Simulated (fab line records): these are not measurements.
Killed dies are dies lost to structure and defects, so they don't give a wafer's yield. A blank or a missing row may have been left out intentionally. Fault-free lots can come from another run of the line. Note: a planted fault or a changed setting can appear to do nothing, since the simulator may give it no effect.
fab line records	flow sky130
record: lots: 9	wafers: 27	last_day: 50
route steps=708 shown POLY_CUT@316 LOCAL_INTERCONNECT@402 CONTACT@423 CAP2M@605 PAD_OPEN@708
lots that met no fault: taken from a fault-free run of the same line
start_h: hours from the record's first day to the start of the lot's first wafer shown	wait_h: hours since the lot's step before	" unchanged from the row above	L1.1+2: a single row standing in for several wafers	- value missing, or start not given	* or withheld: withheld	< > ~ a bound
route shown NAME@n: a module of which the file shows steps, and the number in the route of the first	usual: the fault-free wafers' mean and standard deviation	same: alike in all rows	chamber/n: place in a boat	sites: per-site readings	_std_site: the values' standard deviation	_edge_site: the outer-site mean with the inner-site mean subtracted	radius_mm: how far each site lies from the wafer's centre	mask NAME#n: copy n	behind: the most recent tool/chamber to have shaped the wafer	hold: why the lot was held/for how many hours/how that ended	device: the n, p or np transistor that did not switch	end of line: the tests these same wafers got at the end of their route	where a step has no rows: the recipe by itself	killed: count of dies lost to structure and defects at first sort (not the wafer's yield)	map: the dies of a wafer, with x for killed, . for not killed, _ for no die there
set.NAME: the setting that was run; set.NAME@STEP: the one run at that earlier step	model.NAME: the simulator's own value behind a step, which no gauge read
route steps across a sampled set of lots; one table per step, one row per wafer
services: from which hour (start_h, from the record's first day; less than 0 if before it) a tool's chamber was out of use, for how many hours, and why
== steps ==
step: SKY_POLY_CUT_OVL_MEAS_09
usual: POLY_CUT_OVL: 0/5.4
lot.wafer	tool	chamber	start_h	wait_h	POLY_CUT_OVL[nm]
L793.4	overlay-02	-	557.95	0.1	-5
L793.5	"	-	"	"	-4
L793.6	"	-	"	"	-3
L795.1	overlay-01	-	571.47	0.1	-7
L795.4	"	-	"	"	-3
L795.5	"	-	"	"	-6
L798.2	overlay-02	-	607.84	0.1	-3
L798.4	"	-	"	"	-6
L798.6	"	-	"	"	-3
L799.1	overlay-01	-	632.92	0.1	1
L799.5	"	-	"	"	-5
L799.6	"	-	"	"	-5
L801.2	overlay-01	-	638.89	0.1	8
L801.3	"	-	"	"	7
L801.6	"	-	"	"	1
L805.1	overlay-01	-	664.89	0.1	0
L805.2	"	-	"	"	-2
L805.6	"	-	"	"	4
L814.4	overlay-02	-	729.30	0.1	0
L814.5	"	-	"	"	-3
L814.6	"	-	"	"	-1
L815.1	overlay-02	-	739.59	0.1	-13
L815.4	"	-	"	"	-6
L815.6	"	-	"	"	-6
L816.1	overlay-02	-	743.84	0.1	8
L816.2	"	-	"	"	5
L816.4	"	-	"	"	0
step: SKY_LOCAL_INTERCONNECT_STRIP_15
recipe: chemistry: O2/N2	power_w: 1400	pressure_mtorr: 1500	platen_temp_c: withheld	o2_flow_sccm: 3000	n2_flow_sccm: 300	overash_fraction: 0.5
usual: drypump_motor_current_A: 5.5/0.34	n2_flow_sccm: 300.0/0.88	oes_product_au: 0.427/0.0046	strip_time_to_endpoint_s: 4.720/0.022
lot.wafer	tool	chamber	start_h	wait_h	drypump_motor_current_A	n2_flow_sccm	oes_product_au	rf_hours_counter_h	strip_time_to_endpoint_s
L793.4	plasma_asher-01	0	707.06	0.1	5.6	299.5	0.420	-	4.705
L793.5	"	0	"	"	5.6	300.5	0.418	-	4.729
L793.6	"	1	"	"	5.5	300.4	0.422	-	4.726
L795.1	plasma_asher-01	0	720.15	0.1	5.5	299.8	0.423	106	4.724
L795.4	"	0	"	"	5.6	300.1	0.425	-	4.729
L795.5	"	0	"	"	5.6	299.3	0.431	-	4.735
L798.2	plasma_asher-02	0	752.80	0.0	5.8	301.2	0.430	87	4.749
L798.4	"	0	"	"	5.8	301.2	0.427	-	4.746
L798.6	"	1	"	"	4.8	299.9	0.432	-	4.745
L799.1	plasma_asher-04	0	776.72	0.0	5.9	298.3	0.421	66	4.730
L799.5	"	0	"	"	5.9	300.7	0.427	-	4.742
L799.6	"	1	"	"	5.3	300.0	0.426	-	4.730
L801.2	plasma_asher-04	1	781.59	0.0	5.4	299.7	0.428	67	4.716
L801.3	"	1	"	"	5.4	299.4	0.428	-	4.712
L801.6	"	0	"	"	5.8	300.1	0.427	-	4.741
L805.1	plasma_asher-01	1	807.42	0.0	5.5	299.6	0.422	6	4.731
L805.2	"	0	"	"	5.6	299.5	0.429	6	4.742
L805.6	"	1	"	"	5.5	299.1	0.425	-	4.700
L814.4	plasma_asher-01	1	867.56	0.1	5.5	299.7	0.433	-	4.703
L814.5	"	0	"	"	5.6	298.9	0.431	-	4.711
L814.6	"	1	"	"	5.5	299.5	0.425	-	4.710
L815.1	plasma_asher-02	0	875.92	0.0	5.8	298.9	0.435	99	4.707
L815.4	"	1	"	"	4.7	299.8	0.426	-	4.727
L815.6	"	0	"	"	5.8	299.2	0.434	-	4.697
L816.1	plasma_asher-04	0	880.75	0.0	5.8	298.6	0.425	78	4.761
L816.2	"	1	"	"	5.4	300.2	0.423	78	4.741
L816.4	"	0	"	"	5.8	298.9	0.429	-	4.733
step: SKY_CONTACT_ETCH_17
recipe: target: SiO2	chemistry: C4F8/O2/Ar	stop_on: Si3N4	mask_material: KrF-thick	source_w: 1500	bias_w: 1200	pressure_mtorr: 40	c4f8_flow_sccm: withheld	O2_flow_sccm: 6	Ar_flow_sccm: 300	time_s: withheld	target_depth_a: 3400
usual: oes_product_au: 0.891/0.0045	rf_fwd_power_W: 1488/4.9
lot.wafer	tool	chamber	start_h	wait_h	oes_product_au	rf_fwd_power_W
L793.4	rie_diel-01	0	736.16	0.0	0.892	1488
L793.5	"	3	"	"	0.888	1487
L793.6	"	2	"	"	0.896	1490
L795.1	rie_diel-04	1	749.16	0.0	0.882	1489
L795.4	"	3	"	"	0.890	1483
L795.5	"	2	"	"	0.896	1480
L798.2	rie_diel-02	0	780.88	0.0	0.895	1478
L798.4	"	0	"	"	0.891	1484
L798.6	"	3	"	"	0.883	1485
L799.1	rie_diel-04	1	804.52	0.0	0.887	1492
L799.5	"	1	"	"	0.892	1497
L799.6	"	0	"	"	0.889	1490
L801.2	rie_diel-02	2	809.18	0.0	0.894	1482
L801.3	"	3	"	"	0.896	1495
L801.6	"	1	"	"	0.893	1491
L805.1	rie_diel-01	3	835.37	0.0	0.888	1482
L805.2	"	0	"	"	0.888	1493
L805.6	"	2	"	"	0.890	1496
L814.4	rie_diel-01	2	895.42	0.0	0.893	1486
L814.5	"	2	"	"	0.901	1492
L814.6	"	3	"	"	0.893	1494
L815.1	rie_diel-02	0	902.87	0.0	0.891	1485
L815.4	"	3	"	"	0.894	1491
L815.6	"	1	"	"	0.890	1495
L816.1	rie_diel-04	0	907.57	0.0	0.890	1485
L816.2	"	3	"	"	0.895	1492
L816.4	"	2	"	"	0.891	1488
step: SKY_CAP2M_SPUTTER_02
recipe: material: TiN	target_thk_nm: 200	temp_c: 300	power_w: 6500	time_s: 166.7	chamber_pressure_pa: 0.4
usual: throttle_valve_pct: 30.2/0.95
lot.wafer	tool	chamber	start_h	wait_h	throttle_valve_pct
L793.4	pvd_sputter-03	-	930.82	0.1	32.0
L793.5	"	-	"	"	32.2
L793.6	"	-	"	"	30.2
L795.1	pvd_sputter-04	-	942.95	0.1	29.9
L795.4	"	-	"	"	30.1
L795.5	"	-	"	"	30.1
L798.2	pvd_sputter-02	-	971.73	0.0	31.6
L798.4	"	-	"	"	28.7
L798.6	"	-	"	"	28.9
L799.1	pvd_sputter-03	-	993.25	0.1	32.1
L799.5	"	-	"	"	31.9
L799.6	"	-	"	"	30.3
L801.2	pvd_sputter-03	-	998.92	0.0	30.3
L801.3	"	-	"	"	30.3
L801.6	"	-	"	"	30.0
L805.1	pvd_sputter-02	-	1021.92	0.1	30.0
L805.2	"	-	"	"	28.7
L805.6	"	-	"	"	29.8
L814.4	pvd_sputter-04	-	1073.55	0.0	29.3
L814.5	"	-	"	"	29.5
L814.6	"	-	"	"	30.0
L815.1	pvd_sputter-03	-	1079.43	0.1	30.1
L815.4	"	-	"	"	32.0
L815.6	"	-	"	"	30.1
L816.1	pvd_sputter-02	-	1083.11	0.1	28.8
L816.2	"	-	"	"	29.9
L816.4	"	-	"	"	29.9
step: SKY_CAP2M_RS_MEAS_03
recipe: thk_meas_gauge: four-point-probe	reads: TiN_of_CAP2M_SPUTTER_02
usual: CAP2M_TIN_RS: 6.93/0.057
lot.wafer	tool	chamber	start_h	wait_h	CAP2M_TIN_RS[ohm/sq]
L793.4	film_metro-01	-	930.94	0.1	6.84
L793.5	"	-	"	"	6.89
L793.6	"	-	"	"	6.87
L795.1	film_metro-02	-	943.06	0.1	6.91
L795.4	"	-	"	"	6.90
L795.5	"	-	"	"	6.92
L798.2	film_metro-02	-	971.86	0.1	6.89
L798.4	"	-	"	"	6.99
L798.6	"	-	"	"	6.97
L799.1	film_metro-02	-	993.36	0.1	6.93
L799.5	"	-	"	"	6.89
L799.6	"	-	"	"	6.95
L801.2	film_metro-01	-	999.05	0.1	6.85
L801.3	"	-	"	"	6.91
L801.6	"	-	"	"	6.92
L805.1	film_metro-01	-	1022.03	0.1	6.87
L805.2	"	-	"	"	6.97
L805.6	"	-	"	"	5.07
L814.4	film_metro-01	-	1073.72	0.1	6.89
L814.5	"	-	"	"	6.94
L814.6	"	-	"	"	6.94
L815.1	film_metro-02	-	1079.54	0.1	6.82
L815.4	"	-	"	"	6.87
L815.6	"	-	"	"	6.83
L816.1	film_metro-01	-	1083.22	0.1	7.02
L816.2	"	-	"	"	6.94
L816.4	"	-	"	"	6.94
step: SKY_CAP2M_THK_MEAS_04
recipe: thk_meas_gauge: xrf	reads: TiN_of_CAP2M_SPUTTER_02
usual: CAP2M_TIN_THK: 198.5/1.7
lot.wafer	tool	chamber	start_h	wait_h	CAP2M_TIN_THK[nm]
L793.4	film_metro-01	-	931.03	0.1	201.7
L793.5	"	-	"	"	201.2
L793.6	"	-	"	"	200.5
L795.1	film_metro-02	-	943.18	0.1	199.1
L795.4	"	-	"	"	198.7
L795.5	"	-	"	"	198.2
L798.2	film_metro-02	-	971.97	0.1	200.6
L798.4	"	-	"	"	196.3
L798.6	"	-	"	"	197.2
L799.1	film_metro-02	-	993.48	0.1	196.8
L799.5	"	-	"	"	198.5
L799.6	"	-	"	"	196.6
L801.2	film_metro-01	-	999.16	0.1	200.2
L801.3	"	-	"	"	198.8
L801.6	"	-	"	"	198.6
L805.1	film_metro-01	-	1022.15	0.1	200.7
L805.2	"	-	"	"	197.9
L805.6	"	-	"	"	269.4
L814.4	film_metro-01	-	1073.81	0.1	199.4
L814.5	"	-	"	"	198.4
L814.6	"	-	"	"	197.7
L815.1	film_metro-02	-	1079.66	0.1	201.7
L815.4	"	-	"	"	200.7
L815.6	"	-	"	"	200.5
L816.1	film_metro-01	-	1083.34	0.1	194.1
L816.2	"	-	"	"	197.2
L816.4	"	-	"	"	196.1
step: SKY_CAP2M_METAL_ETCH_13
recipe: target_depth_nm: 220	stop_on: SiO2	chemistry: Cl2/BCl3	target: TiN	pressure_mtorr: 10	icp_w: 900	bias_w: 48.5	Cl2_flow_sccm: 60	bcl3_flow_sccm: 30	time_s: 62.9
usual: drypump_motor_current_A: 5.67/0.3	oes_product_au: 0.939/0.0061	rf_fwd_power_W: 892.9/2.9	throttle_valve_pct: 21.903/0.01
lot.wafer	tool	chamber	start_h	wait_h	drypump_motor_current_A	oes_product_au	rf_fwd_power_W	rf_hours_counter_h	throttle_valve_pct
L793.4	rie_metal-04	1	955.18	0.0	5.63	0.948	892.0	-	21.872
L793.5	"	0	"	"	5.60	0.947	892.6	-	21.911
L793.6	"	1	"	"	5.62	0.938	891.2	-	21.901
L795.1	rie_metal-03	1	967.40	0.0	5.90	0.937	902.0	11	21.901
L795.4	"	1	"	"	5.91	0.940	895.6	-	21.913
L795.5	"	0	"	"	6.06	0.934	891.0	-	21.910
L798.2	rie_metal-04	1	995.75	0.0	5.58	0.941	890.2	16	21.898
L798.4	"	0	"	"	5.60	0.935	894.6	-	21.922
L798.6	"	0	"	"	5.59	0.940	894.2	-	21.911
L799.1	rie_metal-04	0	1016.35	0.0	5.59	0.939	895.4	15	21.897
L799.5	"	1	"	"	5.62	0.939	898.2	-	21.888
L799.6	"	0	"	"	5.60	0.943	892.1	-	21.890
L801.2	rie_metal-03	0	1021.56	0.0	6.05	0.953	897.8	19	21.886
L801.3	"	1	"	"	5.91	0.936	892.9	-	21.884
L801.6	"	0	"	"	6.06	0.937	897.3	-	21.885
L805.1	rie_metal-04	0	1045.02	0.0	5.60	0.947	889.5	17	21.901
L805.2	"	0	"	"	5.60	0.930	890.2	-	21.906
L805.6	"	0	"	"	5.61	0.997	892.1	-	21.850
L814.4	rie_metal-04	0	1094.48	0.0	5.63	0.941	898.2	-	21.920
L814.5	"	0	"	"	5.60	0.935	893.6	-	21.899
L814.6	"	1	"	"	5.63	0.939	890.0	-	21.909
L815.1	rie_metal-03	1	1099.76	0.0	5.91	0.954	889.8	19	21.889
L815.4	"	0	"	"	6.09	0.944	895.9	-	21.903
L815.6	"	1	"	"	5.88	0.946	890.5	-	21.901
L816.1	rie_metal-02	0	1103.71	0.0	5.04	0.937	887.1	16	21.918
L816.2	"	1	"	"	6.01	0.936	896.6	20	21.899
L816.4	"	1	"	"	5.98	0.932	899.5	-	21.905
step: SKY_PAD_OPEN_PROBE_99
usual: defect_limited_yield: 82.5/2	killed_at_M0_to_M3: 44/7	killed_at_M4_up: 3.0/1.7	killed_at_contacts: 24/5.2	killed_at_front_end: 15/4.8	killed_at_other: 0.2/0.56	killed_dies: 86/9.7	killed_on_rim: 17/4.1	killed_open: 47/7.1	killed_short: 39/6.3	sort_bin_3_pad_short: 0.9/0.4	sort_bin_5_function: 10.3/1.6	sort_bin_6_memory: 6.3/1.2	sort_n_pass: 406/9.7	sort_yield_pct: 82.5/2
same: gross_dies: 492	killed_at_back_side: 0	sort_bin_4_leakage[%]: 0	sort_bin_8_speed[%]: 0
lot.wafer	tool	chamber	start_h	wait_h	defect_limited_yield[%]	killed_at_M0_to_M3	killed_at_M4_up	killed_at_contacts	killed_at_front_end	killed_at_other	killed_dies	killed_on_rim	killed_open	killed_short	sort_bin_3_pad_short[%]	sort_bin_5_function[%]	sort_bin_6_memory[%]	sort_n_pass	sort_yield_pct[%]
L801.2	prober-02	-	1137.34	0.1	83.5	43	1	24	13	0	81	15	53	28	0.2	10.0	6.3	411	83.5
L801.3	prober-02	-	1137.39	0.2	85.2	45	2	18	8	0	73	11	41	32	0.8	8.9	5.1	419	85.2
L801.6	prober-02	-	1137.54	0.2	83.3	37	5	23	17	0	82	15	51	31	0.4	9.8	6.5	410	83.3
L805.1	prober-02	-	1155.19	0.1	80.7	47	5	32	11	0	95	20	56	39	1.2	11.2	6.9	397	80.7
L805.2	prober-02	-	1155.24	0.1	81.3	51	3	25	11	2	92	14	56	34	0.4	11.6	6.7	400	81.3
L805.6	prober-02	-	1155.44	0.2	0	47	5	29	8	403	492	96	54	37	82.3	10.0	7.7	0	0
L815.1	prober-01	-	1198.40	0.1	85.4	46	1	11	14	0	72	11	42	29	1.0	8.7	4.9	420	85.4
L815.4	prober-01	-	1198.55	0.2	81.7	50	5	22	13	0	90	13	49	40	0.4	10.4	7.5	402	81.7
L815.6	prober-01	-	1198.65	0.2	81.9	50	2	25	12	0	89	16	56	32	0.6	10.2	7.3	403	81.9
killed by level:class
L801.2 CONTACT:geometric_particle:open=13 VIA1:geometric_particle:open=11 VIA2:geometric_particle:open=9 VIA3:geometric_particle:open=5 FIELD_ISO:geometric_particle:short=4 LI_CONTACT:geometric_particle:open=4 VIA1:geometric_particle:short=4 METAL2:geometric_particle:open=4
L801.3 VIA1:geometric_particle:open=12 VIA3:geometric_particle:open=10 LI_CONTACT:geometric_particle:open=6 VIA1:geometric_particle:short=6 VIA2:geometric_particle:open=5 CONTACT:geometric_particle:open=4 LI_CONTACT:geometric_particle:short=3 CONTACT:geometric_particle:short=3
L801.6 VIA3:geometric_particle:open=11 CONTACT:geometric_particle:open=9 VIA1:geometric_particle:open=7 LI_CONTACT:geometric_particle:open=6 VIA2:geometric_particle:open=5 FIELD_ISO:geometric_particle:open=4 POLY_GATE:geometric_particle:short=4 LI_CONTACT:geometric_particle:short=4
L805.1 VIA1:geometric_particle:open=13 CONTACT:geometric_particle:open=11 VIA3:geometric_particle:open=8 LI_CONTACT:geometric_particle:open=8 VIA3:geometric_particle:short=7 VIA2:geometric_particle:open=7 LOCAL_INTERCONNECT:geometric_particle:short=6 VIA1:geometric_particle:short=5
L805.2 VIA1:geometric_particle:open=13 CONTACT:geometric_particle:open=12 VIA3:geometric_particle:open=9 VIA1:geometric_particle:short=7 VIA2:geometric_particle:open=7 LI_CONTACT:geometric_particle:open=5 LOCAL_INTERCONNECT:geometric_particle:short=5 METAL1:geometric_particle:short=4
L805.6 CAP2M:area_etch=401 VIA1:geometric_particle:open=13 CONTACT:geometric_particle:open=10 LI_CONTACT:geometric_particle:open=8 VIA3:geometric_particle:open=7 VIA2:geometric_particle:short=7 METAL1:geometric_particle:short=6 CONTACT:geometric_particle:short=5
L815.1 VIA1:geometric_particle:open=14 VIA1:geometric_particle:short=8 METAL1:geometric_particle:short=5 VIA2:geometric_particle:open=5 LI_CONTACT:geometric_particle:open=4 VIA3:geometric_particle:open=4 POLY_GATE:geometric_particle:open=3 POLY_CUT:geometric_particle:open=3
L815.4 VIA3:geometric_particle:open=15 VIA1:geometric_particle:open=7 LI_CONTACT:geometric_particle:open=7 METAL2:geometric_particle:short=7 CONTACT:geometric_particle:open=6 FIELD_ISO:geometric_particle:open=4 METAL3:geometric_particle:short=4 VIA2:geometric_particle:open=4
L815.6 VIA1:geometric_particle:open=16 CONTACT:geometric_particle:open=10 VIA3:geometric_particle:open=9 LI_CONTACT:geometric_particle:open=6 VIA2:geometric_particle:open=5 CONTACT:geometric_particle:short=4 METAL1:geometric_particle:short=4 VIA1:geometric_particle:short=4
== services ==
tool	chamber	start_h	hours	kind
plasma_asher-04	-	692.07	13.4	repair
rie_diel-02	0	699.32	7.2	repair
pvd_sputter-03	-	702.02	2.2	repair
rie_metal-03	-	705.46	14.6	pm
plasma_asher-04	-	706.34	2.1	repair
rie_diel-01	-	725.17	2.8	pm
plasma_asher-04	-	733.33	7.1	repair
plasma_asher-01	-	733.75	9.0	pm
pvd_sputter-03	-	753.10	0.8	repair
rie_diel-04	-	756.97	0.8	repair
rie_diel-04	0	763.82	20.8	repair
pvd_sputter-03	-	773.69	4.9	repair
rie_metal-04	-	791.00	2.8	pm
plasma_asher-01	-	793.08	2.8	pm
rie_metal-03	-	816.32	1.4	pm
rie_diel-04	1	845.43	15.9	repair
rie_diel-02	2	868.05	2.7	repair
rie_diel-02	-	869.02	0.4	repair
rie_diel-04	0	879.29	1.7	repair
rie_metal-04	0	908.29	1.8	repair
rie_metal-04	0	923.60	20.7	repair
rie_metal-04	-	959.22	4.3	pm
rie_metal-04	-	1008.66	1.3	repair
rie_metal-04	1	1042.70	9.7	repair
== key ==
first_sign: step: SKY_CAP2M_RS_MEAS_03	reading: CAP2M_TIN_RS	direction: down	sigmas: 32	usual: 6.93	struck: 5.07
effect: step: SKY_CAP2M_THK_MEAS_04	reading: CAP2M_TIN_THK	direction: up	sigmas: 41	usual: 198.5	struck: 269.4
effect: step: SKY_CAP2M_METAL_ETCH_13	reading: oes_product_au	direction: up	sigmas: 9.5	usual: 0.939	struck: 0.997
effect: step: SKY_PAD_OPEN_PROBE_99	reading: killed_at_other	direction: up	sigmas: 99+	usual: 0.2	struck: 403
more_kills_born_at: SKY_CAP2M_METAL_ETCH_13@rie_metal-04: 401
met_at SKY_CAP2M_SPUTTER_02
struck_lots L805
struck_wafers L805.6
later_rows_left_out L805.6
not_acting_at SKY_POLY_CUT_OVL_MEAS_09,SKY_LOCAL_INTERCONNECT_STRIP_15,SKY_CONTACT_ETCH_17
onset_between 971.73 1021.92
fault: kind: process_parameter_drift	tool: pvd_sputter-02	chamber: -	onset_h: 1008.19	steps: SKY_CAP2M_SPUTTER_02	channel: target_thk_nm	offset: 68.573	shape: step	end_h: 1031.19	scope: struck_wafers_only	acts_in: these_recipes_only	stated: 200
later_rows_left_out: the simulator's readings of these wafers behind a module that went badly wrong aren't trusted and aren't shown, but for the sort
